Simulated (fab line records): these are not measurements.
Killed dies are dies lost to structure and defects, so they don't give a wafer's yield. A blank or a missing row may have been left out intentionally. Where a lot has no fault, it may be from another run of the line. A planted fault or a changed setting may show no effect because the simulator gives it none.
fab line records -- flow sfqLine
record: lots: 15, wafers: 43, lastDay: 94
route steps=325 shown L0@3 L0V@23 I7@298
lots that met no fault: taken from a fault-free run of the same line
startH: the number of hours between the record's first day and the start of the first shown wafer of the lot -- waitH: time in hours since the lot's previous step -- " unchanged from the row above -- L1.1+2: several wafers, shown together as one row -- - value missing, or start not given -- * or withheld: withheld -- < > ~ a bound
route shown NAME@n: NAME is a module with steps in the file, n the number in the route of the first one -- usual: mean/standard deviation of fault-free wafers -- same: alike in all rows -- chamber/n: place in a boat -- sites: each site's reading -- _std_site: how widely they spread, as a standard deviation -- _edge_site: inner sites' mean taken away from outer sites' mean -- radiusMm: how far each site lies from the wafer's centre -- mask NAME#n: copy n -- behind: the most recent tool/chamber to have shaped the wafer -- hold: cause of the lot's hold/its duration in hours/its outcome -- device: whichever transistor did not switch (one of n, p or np) -- end of line: tests run on the same wafers once the route is complete -- for a step that has no rows: nothing shown but its recipe -- killed: at the first sort, the dies lost to defects and structure; wafer yield is something else -- map: the dies of a wafer, with x for killed, . for not killed, _ for no die there
set.NAME: the setting as run; set.NAME@STEP: as run at that earlier step -- model.NAME: the simulator's own value behind a step, which no gauge read
one table for each step of the route and one row for each wafer, over a sample of lots
services: when a tool's chamber went out of use (startH, in hours from the record's first day, below 0 if earlier), for how many hours, and the reason
== steps ==
step: SFQ_TRILAYER_L0_DEP_SPUTTER_003
recipe: material: MoNx_KI, basePressurePa: 1.33e-06, targetThkNm: 40, powerW: 800, timeS: 100, chamberPressurePa: 0.4
usual: cathodeDcPowerW: 800.00/0.13, throttleValvePct: 29.1/1.4
lot.wafer,tool,chamber,startH,waitH,cathodeDcPowerW,throttleValvePct
L416.1,pvdSputter-05,-,12.49,0.0,799.96,29.5
L416.5,pvdSputter-05,-,12.49,0.0,800.07,27.3
L416.6,pvdSputter-05,-,12.49,0.0,799.98,27.3
L417.1,pvdSputter-05,-,17.49,0.0,800.00,28.2
L417.2,pvdSputter-05,-,17.49,0.0,799.76,27.9
L417.6,pvdSputter-05,-,17.49,0.0,799.85,28.3
L418.3,pvdSputter-03,-,22.49,0.0,800.01,29.9
L418.4,pvdSputter-03,-,22.49,0.0,800.14,30.5
L418.6,pvdSputter-03,-,22.49,0.0,800.37,30.5
L421.1,pvdSputter-05,-,37.49,0.0,799.99,27.5
L421.2,pvdSputter-05,-,37.49,0.0,800.14,28.5
L421.3,pvdSputter-05,-,37.49,0.0,800.10,29.6
L422.2,pvdSputter-05,-,42.49,0.0,800.07,28.3
L422.3,pvdSputter-05,-,42.49,0.0,799.98,27.6
L422.4,pvdSputter-05,-,42.49,0.0,800.04,29.6
L424.1,pvdSputter-03,-,52.49,0.0,800.08,29.9
L424.4,pvdSputter-03,-,52.49,0.0,800.11,30.6
L424.6,pvdSputter-03,-,52.49,0.0,799.94,31.6
L425.2,pvdSputter-05,-,57.49,0.0,800.00,27.6
L425.5,pvdSputter-05,-,57.49,0.0,800.18,29.8
L425.6,pvdSputter-05,-,57.49,0.0,799.97,27.5
L426.1,pvdSputter-03,-,62.49,0.0,800.26,30.9
L426.2,pvdSputter-03,-,62.49,0.0,800.06,29.2
L426.6,pvdSputter-03,-,62.49,0.0,799.82,31.7
L427.2,pvdSputter-03,-,67.49,0.0,800.10,29.9
L427.3,pvdSputter-03,-,67.49,0.0,800.03,30.6
L427.4,pvdSputter-03,-,67.49,0.0,799.79,29.2
L429.1,pvdSputter-03,-,77.49,0.0,800.11,29.2
L429.2,pvdSputter-03,-,77.49,0.0,800.07,30.6
L429.5,pvdSputter-03,-,77.49,0.0,800.00,31.7
L434.1,pvdSputter-03,-,102.49,0.0,800.08,31.6
L434.2,pvdSputter-03,-,102.49,0.0,800.03,29.1
L436.2,pvdSputter-03,-,112.49,0.0,800.35,30.7
L436.5,pvdSputter-03,-,112.49,0.0,800.00,29.2
L437.2,pvdSputter-06,-,117.49,0.0,800.10,29.5
L437.4,pvdSputter-06,-,117.49,0.0,800.01,28.8
L437.6,pvdSputter-06,-,117.49,0.0,799.90,29.5
L438.1,pvdSputter-05,-,122.49,0.0,799.95,27.6
L438.2,pvdSputter-05,-,122.49,0.0,799.90,29.5
L438.3,pvdSputter-05,-,122.49,0.0,800.07,27.5
L439.1,pvdSputter-05,-,127.49,0.0,800.21,29.7
L439.2,pvdSputter-05,-,127.49,0.0,799.82,27.5
L439.4,pvdSputter-05,-,127.49,0.0,799.99,28.2
step: SFQ_L0_RS_MEAS_901
recipe: thkMeasGauge: four-point-probe, reads: MoNx_KI_of_TRILAYER_L0_DEP_SPUTTER_003
usual: L0_MONX_KI_RS: 43.2/0.66
lot.wafer,tool,chamber,startH,waitH,L0_MONX_KI_RS[ohm/sq]
L416.1,filmMetro-02,-,12.56,0.0,43.3
L416.5,filmMetro-02,-,12.56,0.0,43.9
L416.6,filmMetro-02,-,12.56,0.0,42.4
L417.1,filmMetro-03,-,17.56,0.0,43.3
L417.2,filmMetro-03,-,17.56,0.0,42.6
L417.6,filmMetro-03,-,17.56,0.0,43.5
L418.3,filmMetro-02,-,22.60,0.1,43.2
L418.4,filmMetro-02,-,22.60,0.1,42.2
L418.6,filmMetro-02,-,22.60,0.1,42.2
L421.1,filmMetro-03,-,37.56,0.0,43.9
L421.2,filmMetro-03,-,37.56,0.0,43.9
L421.3,filmMetro-03,-,37.56,0.0,44.0
L422.2,filmMetro-02,-,42.58,0.1,43.5
L422.3,filmMetro-02,-,42.58,0.1,42.2
L422.4,filmMetro-02,-,42.58,0.1,43.0
L424.1,filmMetro-02,-,52.56,0.0,43.6
L424.4,filmMetro-02,-,52.56,0.0,42.4
L424.6,filmMetro-02,-,52.56,0.0,43.4
L425.2,filmMetro-02,-,57.58,0.1,42.7
L425.5,filmMetro-02,-,57.58,0.1,43.1
L425.6,filmMetro-02,-,57.58,0.1,42.8
L426.1,filmMetro-02,-,62.56,0.0,42.8
L426.2,filmMetro-02,-,62.56,0.0,43.6
L426.6,filmMetro-02,-,62.56,0.0,44.1
L427.2,filmMetro-03,-,67.58,0.1,43.3
L427.3,filmMetro-03,-,67.58,0.1,41.9
L427.4,filmMetro-03,-,67.58,0.1,43.0
L429.1,filmMetro-03,-,77.56,0.0,43.5
L429.2,filmMetro-03,-,77.56,0.0,81.1
L429.5,filmMetro-03,-,77.56,0.0,86.3
L434.1,filmMetro-03,-,102.56,0.0,43.9
L434.2,filmMetro-03,-,102.56,0.0,84.8
L436.2,filmMetro-01,-,112.58,0.1,79.8
L436.5,filmMetro-01,-,112.58,0.1,83.7
L437.2,filmMetro-03,-,117.58,0.1,45.2
L437.4,filmMetro-03,-,117.58,0.1,44.4
L437.6,filmMetro-03,-,117.58,0.1,45.1
L438.1,filmMetro-03,-,122.56,0.0,41.7
L438.2,filmMetro-03,-,122.56,0.0,42.1
L438.3,filmMetro-03,-,122.56,0.0,42.9
L439.1,filmMetro-03,-,127.56,0.0,43.0
L439.2,filmMetro-03,-,127.56,0.0,44.2
L439.4,filmMetro-03,-,127.56,0.0,43.5
step: SFQ_L0_THK_MEAS_902
recipe: thkMeasGauge: xrf, reads: MoNx_KI_of_TRILAYER_L0_DEP_SPUTTER_003
usual: L0_MONX_KI_THK: 39.6/0.61
lot.wafer,tool,chamber,startH,waitH,L0_MONX_KI_THK[nm]
L416.1,filmMetro-02,-,12.68,0.1,39.6
L416.5,filmMetro-02,-,12.68,0.1,39.2
L416.6,filmMetro-02,-,12.68,0.1,40.3
L417.1,filmMetro-03,-,17.68,0.1,39.2
L417.2,filmMetro-03,-,17.68,0.1,39.8
L417.6,filmMetro-03,-,17.68,0.1,39.1
L418.3,filmMetro-02,-,22.70,0.1,39.5
L418.4,filmMetro-02,-,22.70,0.1,40.6
L418.6,filmMetro-02,-,22.70,0.1,40.5
L421.1,filmMetro-03,-,37.68,0.1,39.1
L421.2,filmMetro-03,-,37.68,0.1,38.9
L421.3,filmMetro-03,-,37.68,0.1,39.1
L422.2,filmMetro-02,-,42.69,0.1,39.2
L422.3,filmMetro-02,-,42.69,0.1,40.6
L422.4,filmMetro-02,-,42.69,0.1,39.9
L424.1,filmMetro-02,-,52.68,0.1,39.1
L424.4,filmMetro-02,-,52.68,0.1,40.2
L424.6,filmMetro-02,-,52.68,0.1,39.5
L425.2,filmMetro-02,-,57.69,0.1,40.1
L425.5,filmMetro-02,-,57.69,0.1,39.7
L425.6,filmMetro-02,-,57.69,0.1,40.1
L426.1,filmMetro-02,-,62.68,0.1,39.9
L426.2,filmMetro-02,-,62.68,0.1,39.1
L426.6,filmMetro-02,-,62.68,0.1,38.7
L427.2,filmMetro-03,-,67.69,0.1,39.4
L427.3,filmMetro-03,-,67.69,0.1,40.8
L427.4,filmMetro-03,-,67.69,0.1,39.8
L429.1,filmMetro-03,-,77.68,0.1,39.2
L429.2,filmMetro-03,-,77.68,0.1,21.1
L429.5,filmMetro-03,-,77.68,0.1,19.8
L434.1,filmMetro-03,-,102.68,0.1,38.9
L434.2,filmMetro-03,-,102.68,0.1,20.2
L436.2,filmMetro-01,-,112.69,0.1,21.4
L436.5,filmMetro-01,-,112.69,0.1,20.3
L437.2,filmMetro-03,-,117.69,0.1,37.8
L437.4,filmMetro-03,-,117.69,0.1,38.3
L437.6,filmMetro-03,-,117.69,0.1,38.0
L438.1,filmMetro-03,-,122.68,0.1,40.8
L438.2,filmMetro-03,-,122.68,0.1,40.6
L438.3,filmMetro-03,-,122.68,0.1,39.7
L439.1,filmMetro-03,-,127.68,0.1,39.4
L439.2,filmMetro-03,-,127.68,0.1,38.7
L439.4,filmMetro-03,-,127.68,0.1,39.2
step: SFQ_TRILAYER_L0_ETCH_METAL_ETCH_008
recipe: target: MoNx_KI, stopOn: SiO2, maskMaterial: PR, chemistry: SF6/O2, targetDepthNm: 50, icpW: 600, biasW: 80, pressureMtorr: 10, timeS: 25
usual: drypumpMotorCurrentA: 5.9/0.42, oesProductAu: 0.877/0.0087
lot.wafer,tool,chamber,startH,waitH,drypumpMotorCurrentA,oesProductAu,rfHoursCounterH
L416.1,rieMetal-02,0,48.40,0.1,6.3,0.883,202
L416.5,rieMetal-02,0,48.40,0.1,6.3,0.872,-
L416.6,rieMetal-02,0,48.40,0.1,6.3,0.885,-
L417.1,rieMetal-04,1,54.34,0.0,5.7,0.873,38
L417.2,rieMetal-04,0,54.34,0.0,6.2,0.881,132
L417.6,rieMetal-04,0,54.34,0.0,6.2,0.863,-
L418.3,rieMetal-02,0,60.35,0.0,6.3,0.876,-
L418.4,rieMetal-02,1,60.35,0.0,5.8,0.888,-
L418.6,rieMetal-02,1,60.35,0.0,5.9,0.887,-
L421.1,rieMetal-02,1,79.11,0.0,5.8,0.871,3
L421.2,rieMetal-02,0,79.11,0.0,6.3,0.868,208
L421.3,rieMetal-02,1,79.11,0.0,5.8,0.861,-
L422.2,rieMetal-04,0,85.11,0.0,6.2,0.873,138
L422.3,rieMetal-04,0,85.11,0.0,6.2,0.887,-
L422.4,rieMetal-04,1,85.11,0.0,5.7,0.877,-
L424.1,rieMetal-02,1,93.51,0.0,5.8,0.874,8
L424.4,rieMetal-02,1,93.51,0.0,5.8,0.890,-
L424.6,rieMetal-02,1,93.51,0.0,5.8,0.880,-
L425.2,rieMetal-04,1,98.31,0.0,5.7,0.879,46
L425.5,rieMetal-04,0,98.31,0.0,6.2,0.872,-
L425.6,rieMetal-04,1,98.31,0.0,5.7,0.874,-
L426.1,rieMetal-04,0,106.71,0.0,6.2,0.881,141
L426.2,rieMetal-04,1,106.71,0.0,5.8,0.873,47
L426.6,rieMetal-04,1,106.71,0.0,5.7,0.866,-
L427.2,rieMetal-02,1,111.51,0.0,5.8,0.878,11
L427.3,rieMetal-02,1,111.51,0.0,5.9,0.890,-
L427.4,rieMetal-02,0,111.51,0.0,6.3,0.874,-
L429.1,rieMetal-01,0,120.66,0.0,5.0,0.875,78
L429.2,rieMetal-01,1,120.66,0.0,5.6,0.643,185
L429.5,rieMetal-01,0,120.66,0.0,5.0,0.624,-
L434.1,rieMetal-01,1,143.46,0.0,5.6,0.871,190
L434.2,rieMetal-01,0,143.46,0.0,5.0,0.635,83
L436.2,rieMetal-04,1,155.26,0.0,5.7,0.643,56
L436.5,rieMetal-04,1,155.26,0.0,5.7,0.631,-
L437.2,rieMetal-02,0,160.08,0.1,6.3,0.854,10
L437.4,rieMetal-02,1,160.08,0.1,5.9,0.864,-
L437.6,rieMetal-02,0,160.08,0.1,6.3,0.856,-
L438.1,rieMetal-02,0,163.66,0.0,6.3,0.894,11
L438.2,rieMetal-02,1,163.66,0.0,5.9,0.892,19
L438.3,rieMetal-02,0,163.66,0.0,6.3,0.884,-
L439.1,rieMetal-04,0,168.46,0.0,6.2,0.875,155
L439.2,rieMetal-04,1,168.46,0.0,5.6,0.864,59
L439.4,rieMetal-04,1,168.46,0.0,5.7,0.875,-
step: SFQ_L0V_OVL_MEAS_903
usual: L0V_OVL: 0/5.1
lot.wafer,tool,chamber,startH,waitH,L0V_OVL[nm]
L416.1,overlay-02,-,91.05,0.1,-1
L416.5,overlay-02,-,91.05,0.1,2
L416.6,overlay-02,-,91.05,0.1,-3
L417.1,overlay-02,-,95.85,0.1,-2
L417.2,overlay-02,-,95.85,0.1,1
L417.6,overlay-02,-,95.85,0.1,0
L418.3,overlay-01,-,104.27,0.1,-7
L418.4,overlay-01,-,104.27,0.1,-10
L418.6,overlay-01,-,104.27,0.1,-11
L421.1,overlay-01,-,123.00,0.1,-6
L421.2,overlay-01,-,123.00,0.1,-3
L421.3,overlay-01,-,123.00,0.1,-7
L422.2,overlay-01,-,127.81,0.1,0
L422.3,overlay-01,-,127.81,0.1,-4
L422.4,overlay-01,-,127.81,0.1,3
L424.1,overlay-01,-,136.20,0.1,-6
L424.4,overlay-01,-,136.20,0.1,-7
L424.6,overlay-01,-,136.20,0.1,-3
L425.2,overlay-02,-,139.81,0.1,-3
L425.5,overlay-02,-,139.81,0.1,-2
L425.6,overlay-02,-,139.81,0.1,2
L426.1,overlay-01,-,148.20,0.1,4
L426.2,overlay-01,-,148.20,0.1,1
L426.6,overlay-01,-,148.20,0.1,0
L427.2,overlay-01,-,154.01,0.1,3
L427.3,overlay-01,-,154.01,0.1,9
L427.4,overlay-01,-,154.01,0.1,7
L429.1,overlay-01,-,162.40,0.1,4
L429.2,overlay-01,-,162.40,0.1,2
L429.5,overlay-01,-,162.40,0.1,3
L434.1,overlay-02,-,185.30,0.1,12
L434.2,overlay-02,-,185.30,0.1,8
L436.2,overlay-02,-,196.11,0.1,-4
L436.5,overlay-02,-,196.11,0.1,-7
L437.2,overlay-02,-,200.91,0.1,-1
L437.4,overlay-02,-,200.91,0.1,0
L437.6,overlay-02,-,200.91,0.1,-1
L438.1,overlay-01,-,204.50,0.1,-9
L438.2,overlay-01,-,204.50,0.1,-6
L438.3,overlay-01,-,204.50,0.1,-5
L439.1,overlay-02,-,209.30,0.1,-2
L439.2,overlay-02,-,209.30,0.1,4
L439.4,overlay-02,-,209.30,0.1,0
step: SFQ_I7_BOW_MEAS_946
recipe: mode: bow
usual: I7_BOW: 8/11
lot.wafer,tool,chamber,startH,waitH,I7_BOW[um]
L416.1,filmMetro-03,-,1930.74,1.5,-7
L416.5,filmMetro-03,-,1930.74,1.5,-3
L416.6,filmMetro-03,-,1930.74,1.5,-4
L417.1,filmMetro-02,-,1933.18,1.0,4
L417.2,filmMetro-02,-,1933.18,1.0,2
L417.6,filmMetro-02,-,1933.18,1.0,-3
L418.3,filmMetro-04,-,1934.38,1.5,3
L418.4,filmMetro-04,-,1934.38,1.5,7
L418.6,filmMetro-04,-,1934.38,1.5,17
L421.1,filmMetro-04,-,1941.54,1.5,16
L421.2,filmMetro-04,-,1941.54,1.5,31
L421.3,filmMetro-04,-,1941.54,1.5,29
L422.2,filmMetro-03,-,1945.19,2.0,11
L422.3,filmMetro-03,-,1945.19,2.0,17
L422.4,filmMetro-03,-,1945.19,2.0,11
L424.1,filmMetro-04,-,1948.72,2.5,2
L424.4,filmMetro-04,-,1948.72,2.5,16
L424.6,filmMetro-04,-,1948.72,2.5,0
L425.2,filmMetro-03,-,1951.19,1.0,2
L425.5,filmMetro-03,-,1951.19,1.0,8
L425.6,filmMetro-03,-,1951.19,1.0,8
L426.1,filmMetro-04,-,1963.32,1.0,3
L426.2,filmMetro-04,-,1963.32,1.0,-11
L426.6,filmMetro-04,-,1963.32,1.0,-6
L427.2,filmMetro-03,-,1967.60,2.0,26
L427.3,filmMetro-03,-,1967.60,2.0,16
L427.4,filmMetro-03,-,1967.60,2.0,15
L429.1,filmMetro-02,-,1973.58,2.5,14
L429.2,filmMetro-02,-,1973.58,2.5,1
L429.5,filmMetro-02,-,1973.58,2.5,1
L434.1,filmMetro-02,-,1995.71,1.0,19
L434.2,filmMetro-02,-,1995.71,1.0,29
L436.2,filmMetro-02,-,2085.10,1.0,12
L436.5,filmMetro-02,-,2085.10,1.0,14
L437.2,filmMetro-04,-,2088.25,1.0,3
L437.4,filmMetro-04,-,2088.25,1.0,0
L437.6,filmMetro-04,-,2088.25,1.0,-4
L438.1,filmMetro-03,-,2093.03,2.5,-3
L438.2,filmMetro-03,-,2093.03,2.5,-14
L438.3,filmMetro-03,-,2093.03,2.5,-7
L439.1,filmMetro-04,-,2097.87,1.0,2
L439.2,filmMetro-04,-,2097.87,1.0,-3
L439.4,filmMetro-04,-,2097.87,1.0,9
step: SFQ_TRILAYER_I7_VIA_BARC_OPEN_VIA_ETCH_260
recipe: maskMaterial: PR, chemistry: O2, targetDepthNm: 125, target: BARC, sourceW: 500, biasW: 80, pressureMtorr: 30, timeS: 41.7
usual: drypumpMotorCurrentA: 5.7/0.36, oesProductAu: 0.685/0.0045
lot.wafer,tool,chamber,startH,waitH,drypumpMotorCurrentA,oesProductAu,rfHoursCounterH
L416.1,rieDiel-02,0,1934.47,0.0,5.6,0.688,3
L416.5,rieDiel-02,1,1934.47,0.0,6.1,0.689,-
L416.6,rieDiel-02,2,1934.47,0.0,5.8,0.684,-
L417.1,rieDiel-03,1,1936.79,0.0,5.8,0.684,0
L417.2,rieDiel-03,2,1936.79,0.0,5.7,0.690,2
L417.6,rieDiel-03,0,1936.79,0.0,6.2,0.685,-
L418.3,rieDiel-02,0,1937.99,0.0,5.6,0.687,3
L418.4,rieDiel-02,3,1937.99,0.0,5.8,0.692,17
L418.6,rieDiel-02,0,1937.99,0.0,5.6,0.687,-
L421.1,rieDiel-02,2,1946.35,0.0,5.9,0.681,6
L421.2,rieDiel-02,3,1946.35,0.0,5.9,0.686,17
L421.3,rieDiel-02,0,1946.35,0.0,5.6,0.695,3
L422.2,rieDiel-04,3,1948.78,0.0,6.3,0.681,16
L422.3,rieDiel-04,2,1948.78,0.0,5.5,0.681,1
L422.4,rieDiel-04,3,1948.78,0.0,6.3,0.690,-
L424.1,rieDiel-04,2,2061.48,0.0,5.5,0.688,1
L424.4,rieDiel-04,3,2061.48,0.0,6.3,0.681,17
L424.6,rieDiel-04,1,2061.48,0.0,5.6,0.693,-
L425.2,rieDiel-02,0,2063.88,0.0,5.5,0.683,4
L425.5,rieDiel-02,2,2063.88,0.0,5.8,0.689,-
L425.6,rieDiel-02,3,2063.88,0.0,5.8,0.688,-
L426.1,rieDiel-03,1,2073.48,0.0,5.8,0.683,1
L426.2,rieDiel-03,0,2073.48,0.0,6.2,0.688,1
L426.6,rieDiel-03,0,2073.48,0.0,6.2,0.687,-
L427.2,rieDiel-02,1,2075.88,0.0,6.1,0.694,1
L427.3,rieDiel-02,1,2075.88,0.0,6.1,0.688,-
L427.4,rieDiel-02,2,2075.88,0.0,5.8,0.687,-
L429.1,rieDiel-04,1,2083.08,0.0,5.6,0.686,18
L429.2,rieDiel-04,2,2083.08,0.0,5.5,0.678,2
L429.5,rieDiel-04,3,2083.08,0.0,6.3,0.679,-
L434.1,rieDiel-04,1,2104.59,0.0,5.6,0.685,18
L434.2,rieDiel-04,0,2104.59,0.0,5.0,0.682,17
L436.2,rieDiel-03,3,2167.81,0.0,5.0,0.676,0
L436.5,rieDiel-03,0,2167.81,0.0,6.2,0.683,-
L437.2,rieDiel-04,0,2171.41,0.0,5.0,0.676,18
L437.4,rieDiel-04,2,2171.41,0.0,5.5,0.686,4
L437.6,rieDiel-04,2,2171.41,0.0,5.5,0.686,-
L438.1,rieDiel-02,0,2175.01,0.0,5.5,0.683,6
L438.2,rieDiel-02,2,2175.01,0.0,5.8,0.698,10
L438.3,rieDiel-02,3,2175.01,0.0,5.9,0.684,1
L439.1,rieDiel-03,3,2178.61,0.0,5.1,0.683,0
L439.2,rieDiel-03,2,2178.61,0.0,5.7,0.689,4
L439.4,rieDiel-03,0,2178.61,0.0,6.2,0.686,3
== services ==
tool,chamber,startH,hours,kind
rieMetal-02,1,32.47,3.8,repair
rieMetal-02,-,131.68,15.6,pm
pvdSputter-05,-,182.51,4.7,repair
pvdSputter-05,-,328.79,7.9,repair
rieMetal-02,-,330.54,1.4,pm
rieMetal-02,1,347.75,9.7,repair
rieMetal-02,-,348.86,2.8,pm
rieMetal-02,1,436.21,2.1,repair
rieMetal-02,0,495.80,6.6,repair
rieMetal-02,-,509.67,0.5,repair
pvdSputter-05,-,632.09,2.3,repair
rieMetal-02,-,652.68,28.1,pm
pvdSputter-05,-,668.19,4.3,repair
rieMetal-02,0,778.96,4.1,repair
pvdSputter-05,-,812.63,2.5,repair
pvdSputter-05,-,896.62,1.7,repair
rieMetal-02,0,1115.24,20.2,repair
pvdSputter-05,-,1153.04,2.8,repair
rieMetal-02,-,1239.18,1.7,repair
rieMetal-02,0,1280.82,11.2,repair
pvdSputter-05,-,1329.43,5.0,repair
pvdSputter-05,-,1340.62,3.7,repair
pvdSputter-05,-,1357.93,2.4,repair
rieMetal-02,-,1441.62,0.4,repair
== key ==
firstSign: step: SFQ_L0_RS_MEAS_901, reading: L0_MONX_KI_RS, direction: up, sigmas: 61, usual: 43.2, struck: 83.1
effect: step: SFQ_L0_THK_MEAS_902, reading: L0_MONX_KI_THK, direction: down, sigmas: 31, usual: 39.6, struck: 20.6
effect: step: SFQ_TRILAYER_L0_ETCH_METAL_ETCH_008, reading: oesProductAu, direction: down, sigmas: 28, usual: 0.877, struck: 0.635
metAt SFQ_TRILAYER_L0_DEP_SPUTTER_003
struckLots L429,L434,L436
struckWafers L429.2,L429.5,L434.2,L436.2,L436.5
notActingAt SFQ_L0V_OVL_MEAS_903,SFQ_I7_BOW_MEAS_946,SFQ_TRILAYER_I7_VIA_BARC_OPEN_VIA_ETCH_260
onsetBetween 67.49 77.49
fault: kind: processParameterDrift, tool: pvdSputter-03, chamber: -, onsetH: 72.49, steps: SFQ_TRILAYER_L0_DEP_SPUTTER_003, channel: targetThkNm, offset: -19.548, shape: step, endH: 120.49, scope: struckWafersOnly, actsIn: theseRecipesOnly, stated: 40
